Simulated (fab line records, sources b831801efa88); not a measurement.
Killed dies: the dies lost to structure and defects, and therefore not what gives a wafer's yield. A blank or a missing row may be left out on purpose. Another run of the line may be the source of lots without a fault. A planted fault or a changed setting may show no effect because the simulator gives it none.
fab line records	flow gf180mcu
[record] lots = 13	wafers = 39	last_day = 34
route steps=602 shown STI@25 DNWELL@40 NWELL@53 VT_IMPLANT@98
lots with no fault: from the same line, run without faults
start_h: start of the lot's first displayed wafer, in hours after the record's first day	wait_h: time in hours since the lot's previous step	" unchanged from the row above	L1.1+2: a single row standing in for several wafers	- no value present, or no start provided	* or withheld: withheld	< > ~ a bound
route shown NAME@n: a module of which the file shows steps, and the number in the route of the first	usual: the fault-free wafers' mean and standard deviation	same: alike in all rows	chamber/n: place in a boat	sites: readings site by site	_std_site: the values' standard deviation	_edge_site: the outer-site mean with the inner-site mean subtracted	radius_mm: how far each site lies from the wafer's centre	mask NAME#n: copy n	behind: tool/chamber where the wafer was last shaped	hold: cause of the lot's hold/its duration in hours/its outcome	device: the transistor (n, p or np) that didn't switch	end of line: at the end of the route, the tests of the same wafers	a step with no rows: only its recipe	killed: at the first sort, the dies lost to defects and structure; wafer yield is something else	map: a wafer's dies, marking killed ones x, the rest . and places with no die _
set.NAME: the run value of the setting; set.NAME@STEP: its run value at that earlier step	model.NAME: the simulator's own value behind a step, which no gauge read
steps of the route over a sample of lots; a table a step, a row a wafer
services: from which hour (start_h, from the record's first day; less than 0 if before it) a tool's chamber was out of use, for how many hours, and why
[[steps]]
[step GF_STI_THK_MEAS_24]
[recipe] reads = SiO2_of_STI_CVD_23
[usual] STI_CVD_23_THK = 647/6.8
lot.wafer	tool	chamber	start_h	wait_h	STI_CVD_23_THK[nm]
L792.1	film_metro-01	-	34.38	0.0	643
L792.4	"	-	"	"	639
L792.6	"	-	"	"	642
L794.2	film_metro-04	-	42.79	0.0	648
L794.3	"	-	"	"	650
L794.5	"	-	"	"	653
L796.3	film_metro-01	-	52.80	0.1	659
L796.5	"	-	"	"	648
L796.6	"	-	"	"	650
L798.1	film_metro-03	-	63.72	0.0	653
L798.2	"	-	"	"	656
L798.6	"	-	"	"	650
L799.2	film_metro-03	-	69.13	0.0	639
L799.3	"	-	"	"	639
L799.6	"	-	"	"	650
L800.1	film_metro-04	-	75.87	0.0	637
L800.4	"	-	"	"	646
L800.6	"	-	"	"	646
L806.1	film_metro-04	-	107.91	0.0	635
L806.3	"	-	"	"	643
L806.4	"	-	"	"	643
L807.3	film_metro-01	-	111.70	0.1	643
L807.4	"	-	"	"	649
L807.6	"	-	"	"	654
L808.1	film_metro-03	-	120.04	0.0	634
L808.4	"	-	"	"	639
L808.6	"	-	"	"	646
L810.1	film_metro-03	-	131.97	0.0	644
L810.5	"	-	"	"	642
L810.6	"	-	"	"	648
L811.1	film_metro-01	-	137.60	0.0	654
L811.4	"	-	"	"	649
L811.5	"	-	"	"	648
L812.1	film_metro-03	-	137.60	0.0	640
L812.4	"	-	"	"	639
L812.6	"	-	"	"	642
L813.3	film_metro-01	-	142.73	0.1	641
L813.4	"	-	"	"	652
L813.6	"	-	"	"	643
[step GF_DNWELL_STRIP_08]
[recipe] chemistry = O2/N2	power_w = 1400	pressure_mtorr = 1500	platen_temp_c = 250	o2_flow_sccm = 3000	n2_flow_sccm = 300	overash_fraction = 0.5
[usual] drypump_motor_current_A = 5.71/0.11	heater_power_w = 331/33	oes_product_au = 0.723/0.0049	platen_temp_c = 250.01/0.17	strip_time_to_endpoint_s = 36.97/0.097
lot.wafer	tool	chamber	start_h	wait_h	drypump_motor_current_A	heater_power_w	oes_product_au	platen_temp_c	rf_hours_counter_h	strip_time_to_endpoint_s
L792.1	plasma_asher-02	1	50.37	0.1	5.82	299	0.725	250.16	35	37.01
L792.4	"	1	"	"	5.81	290	0.714	250.07	-	36.86
L792.6	"	0	"	"	5.57	330	0.729	250.15	-	37.03
L794.2	plasma_asher-01	0	58.14	0.1	5.64	303	0.721	249.79	41	37.00
L794.3	"	0	"	"	5.68	292	0.721	250.00	-	36.89
L794.5	"	0	"	"	5.63	293	0.726	250.05	-	36.97
L796.3	plasma_asher-02	0	68.92	0.1	5.56	327	0.720	250.09	-	36.92
L796.5	"	0	"	"	5.54	325	0.726	250.09	-	36.96
L796.6	"	1	"	"	5.81	299	0.720	249.96	-	36.93
L798.1	plasma_asher-01	1	79.27	0.1	5.70	357	0.724	249.88	43	36.88
L798.2	"	0	"	"	5.66	301	0.716	250.20	43	36.99
L798.6	"	1	"	"	5.70	351	0.728	249.81	-	36.95
L799.2	plasma_asher-01	0	85.09	0.1	5.64	293	0.720	250.33	44	36.88
L799.3	"	0	"	"	5.63	301	0.724	250.49	-	36.98
L799.6	"	0	"	"	5.60	296	0.723	249.94	-	37.06
L800.1	plasma_asher-02	1	91.57	0.1	5.85	304	0.724	250.09	40	36.93
L800.4	"	1	"	"	5.83	294	0.724	250.01	-	36.98
L800.6	"	0	"	"	5.58	328	0.734	250.00	-	36.96
L806.1	plasma_asher-01	1	128.77	0.1	5.73	363	0.725	249.99	49	36.97
L806.3	"	0	"	"	5.67	298	0.722	250.11	-	36.95
L806.4	"	1	"	"	5.72	367	0.727	249.97	-	37.05
L807.3	plasma_asher-02	1	128.92	0.1	5.84	295	0.719	249.98	-	36.98
L807.4	"	0	"	"	5.57	316	0.727	250.20	-	36.83
L807.6	"	1	"	"	5.84	290	0.722	250.04	-	37.06
L808.1	plasma_asher-02	1	141.06	0.1	5.83	294	0.718	250.12	46	36.95
L808.4	"	0	"	"	5.59	327	0.721	250.30	-	36.87
L808.6	"	1	"	"	5.82	300	0.726	250.24	-	37.01
L810.1	plasma_asher-02	0	152.42	0.1	5.57	324	0.714	249.69	47	36.94
L810.5	"	0	"	"	5.56	328	0.724	249.89	-	36.95
L810.6	"	1	"	"	5.83	296	0.715	249.56	-	36.89
L812.1	plasma_asher-02	1	154.69	0.1	5.79	297	0.715	249.91	47	37.04
L812.4	"	0	"	"	5.57	323	0.721	249.99	-	37.06
L812.6	"	1	"	"	5.81	300	0.721	250.00	-	36.97
L811.1	plasma_asher-02	0	155.02	0.1	5.57	326	0.723	249.99	47	36.96
L811.4	"	1	"	"	5.87	299	0.730	250.00	-	36.75
L811.5	"	0	"	"	5.57	325	0.727	249.84	-	36.72
L813.3	plasma_asher-01	0	160.47	0.1	5.61	290	0.722	249.79	-	36.94
L813.4	"	1	"	"	5.74	353	0.726	249.96	-	36.87
L813.6	"	1	"	"	5.71	361	0.730	250.12	-	36.70
[step GF_NWELL_TW_MEAS_11]
[usual] NWELL_TW = 1572/14
lot.wafer	tool	chamber	start_h	wait_h	NWELL_TW
L792.1	film_metro-02	-	63.91	0.1	1575
L792.4	"	-	"	"	1570
L792.6	"	-	"	"	1575
L794.2	film_metro-03	-	71.43	0.1	1553
L794.3	"	-	"	"	1550
L794.5	"	-	"	"	1548
L796.3	film_metro-02	-	82.75	0.1	1570
L796.5	"	-	"	"	1582
L796.6	"	-	"	"	1572
L798.1	film_metro-01	-	93.47	0.1	1570
L798.2	"	-	"	"	1583
L798.6	"	-	"	"	1569
L799.2	film_metro-02	-	99.37	0.1	1562
L799.3	"	-	"	"	1558
L799.6	"	-	"	"	1569
L800.1	film_metro-01	-	105.92	0.1	1595
L800.4	"	-	"	"	1590
L800.6	"	-	"	"	1590
L806.1	film_metro-03	-	142.83	0.1	1549
L806.3	"	-	"	"	1547
L806.4	"	-	"	"	1544
L807.3	film_metro-02	-	143.54	0.1	1569
L807.4	"	-	"	"	1574
L807.6	"	-	"	"	1570
L808.1	film_metro-01	-	157.26	0.1	1587
L808.4	"	-	"	"	1588
L808.6	"	-	"	"	1587
L810.1	film_metro-02	-	169.26	0.1	1574
L810.5	"	-	"	"	1581
L810.6	"	-	"	"	1562
L812.1	film_metro-02	-	170.82	0.1	1573
L812.4	"	-	"	"	1570
L812.6	"	-	"	"	1565
L811.1	film_metro-02	-	171.17	0.1	1566
L811.4	"	-	"	"	1568
L811.5	"	-	"	"	1576
L813.3	film_metro-01	-	176.84	0.1	1592
L813.4	"	-	"	"	1592
L813.6	"	-	"	"	1598
[step GF_VT_IMPLANT_IMPLANT_08]
[recipe] species = BF2	energy_kev = 20	dose_cm2 = 8.29e+12	tilt_deg = 7
[usual] dose_ions_cm2 = 8.291e+12/9.4e+09	faraday_current_uA = 46.6/0.94
lot.wafer	tool	chamber	start_h	wait_h	dose_ions_cm2	faraday_current_uA
L792.1	implanter-01	0	119.53	0.0	8.294e+12	47.1
L792.4	"	0	"	"	8.281e+12	48.2
L792.6	"	0	"	"	8.286e+12	48.0
L794.2	implanter-03	0	128.80	0.0	8.281e+12	46.9
L794.3	"	0	"	"	8.288e+12	46.3
L794.5	"	0	"	"	8.28e+12	46.3
L796.3	implanter-02	0	138.12	0.1	8.3e+12	47.5
L796.5	"	0	"	"	8.299e+12	47.2
L796.6	"	0	"	"	8.296e+12	46.1
L798.1	implanter-02	0	152.47	0.0	8.307e+12	45.9
L798.2	"	0	"	"	8.291e+12	46.7
L798.6	"	0	"	"	8.316e+12	46.7
L799.2	implanter-02	0	157.18	0.0	7.598e+12	43.2
L799.3	"	0	"	"	7.601e+12	42.5
L799.6	"	0	"	"	7.602e+12	42.7
L800.1	implanter-02	0	165.02	0.0	7.608e+12	42.5
L800.4	"	0	"	"	7.589e+12	44.6
L800.6	"	0	"	"	7.602e+12	42.6
L806.1	implanter-01	0	209.21	0.0	8.291e+12	45.1
L806.3	"	0	"	"	8.292e+12	45.3
L806.4	"	0	"	"	8.285e+12	46.1
L807.3	implanter-03	0	209.77	0.1	8.298e+12	47.5
L807.4	"	0	"	"	8.287e+12	46.3
L807.6	"	0	"	"	8.3e+12	45.5
L808.1	implanter-03	0	224.82	0.0	8.275e+12	46.6
L808.4	"	0	"	"	8.269e+12	46.5
L808.6	"	0	"	"	8.27e+12	47.1
L810.1	implanter-02	0	238.47	0.0	8.313e+12	47.8
L810.5	"	0	"	"	8.288e+12	46.3
L810.6	"	0	"	"	8.297e+12	45.9
L812.1	implanter-03	0	242.27	0.0	8.283e+12	48.3
L812.4	"	0	"	"	8.291e+12	48.3
L812.6	"	0	"	"	8.293e+12	45.2
L811.1	implanter-02	0	243.21	0.0	8.287e+12	46.1
L811.4	"	0	"	"	8.3e+12	46.0
L811.5	"	0	"	"	8.289e+12	45.4
L813.3	implanter-02	0	247.91	0.1	8.31e+12	47.3
L813.4	"	0	"	"	8.302e+12	45.5
L813.6	"	0	"	"	8.3e+12	46.5
[step GF_VT_IMPLANT_TW_MEAS_10]
[usual] VT_IMPLANT_TW = 562/6.3
lot.wafer	tool	chamber	start_h	wait_h	VT_IMPLANT_TW
L792.1	film_metro-04	-	119.81	0.1	569
L792.4	"	-	"	"	570
L792.6	"	-	"	"	571
L794.2	film_metro-03	-	129.04	0.1	557
L794.3	"	-	"	"	556
L794.5	"	-	"	"	555
L796.3	film_metro-03	-	138.34	0.1	555
L796.5	"	-	"	"	556
L796.6	"	-	"	"	555
L798.1	film_metro-04	-	152.72	0.1	571
L798.2	"	-	"	"	571
L798.6	"	-	"	"	566
L799.2	film_metro-03	-	157.42	0.1	541
L799.3	"	-	"	"	541
L799.6	"	-	"	"	538
L800.1	film_metro-02	-	165.27	0.1	547
L800.4	"	-	"	"	546
L800.6	"	-	"	"	542
L806.1	film_metro-04	-	209.46	0.1	565
L806.3	"	-	"	"	565
L806.4	"	-	"	"	566
L807.3	film_metro-02	-	209.99	0.1	561
L807.4	"	-	"	"	561
L807.6	"	-	"	"	562
L808.1	film_metro-03	-	225.07	0.1	559
L808.4	"	-	"	"	556
L808.6	"	-	"	"	557
L810.1	film_metro-03	-	238.72	0.1	554
L810.5	"	-	"	"	559
L810.6	"	-	"	"	553
L812.1	film_metro-03	-	242.52	0.1	553
L812.4	"	-	"	"	554
L812.6	"	-	"	"	553
L811.1	film_metro-04	-	243.46	0.1	567
L811.4	"	-	"	"	567
L811.5	"	-	"	"	567
L813.3	film_metro-02	-	248.13	0.1	560
L813.4	"	-	"	"	562
L813.6	"	-	"	"	561
[[services]]
tool	chamber	start_h	hours	kind
plasma_asher-02	-	41.85	2.0	repair
implanter-01	-	43.97	3.9	pm
plasma_asher-02	-	159.91	2.8	pm
implanter-02	-	175.41	4.7	repair
implanter-01	-	185.74	14.9	repair
implanter-02	-	208.47	1.6	repair
implanter-01	-	223.43	2.8	repair
implanter-02	-	235.37	2.6	pm
[[key]]
[first_sign] step = GF_VT_IMPLANT_IMPLANT_08	reading = dose_ions_cm2	direction = down	sigmas = 74	usual = 8.291e+12	struck = 7.6e+12
[effect] step = GF_VT_IMPLANT_IMPLANT_08	reading = faraday_current_uA	direction = down	sigmas = 3.8	usual = 46.6	struck = 43.0
[effect] step = GF_VT_IMPLANT_TW_MEAS_10	reading = VT_IMPLANT_TW	direction = down	sigmas = 3.1	usual = 562	struck = 543
met_at GF_VT_IMPLANT_IMPLANT_08
struck_lots L799,L800
tester_left_out L799,L800
not_acting_at GF_STI_THK_MEAS_24,GF_DNWELL_STRIP_08,GF_NWELL_TW_MEAS_11
onset_between 152.47 157.18
[fault] kind = process_parameter_drift	tool = implanter-02	chamber = -	onset_h = 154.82	steps = GF_VT_IMPLANT_IMPLANT_08	channel = dose_cm2	offset = -6.841e+11	shape = step	end_h = 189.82	acts_in = these_recipes_only	stated = 8.29e+12
// tester_left_out: of these lots the tester's yield and bins aren't shown, on N5 and GAA mostly nor the transistor test; their killed dies are dies lost to structure and defects alone, not to doping, threshold or leakage, so they don't give the yield
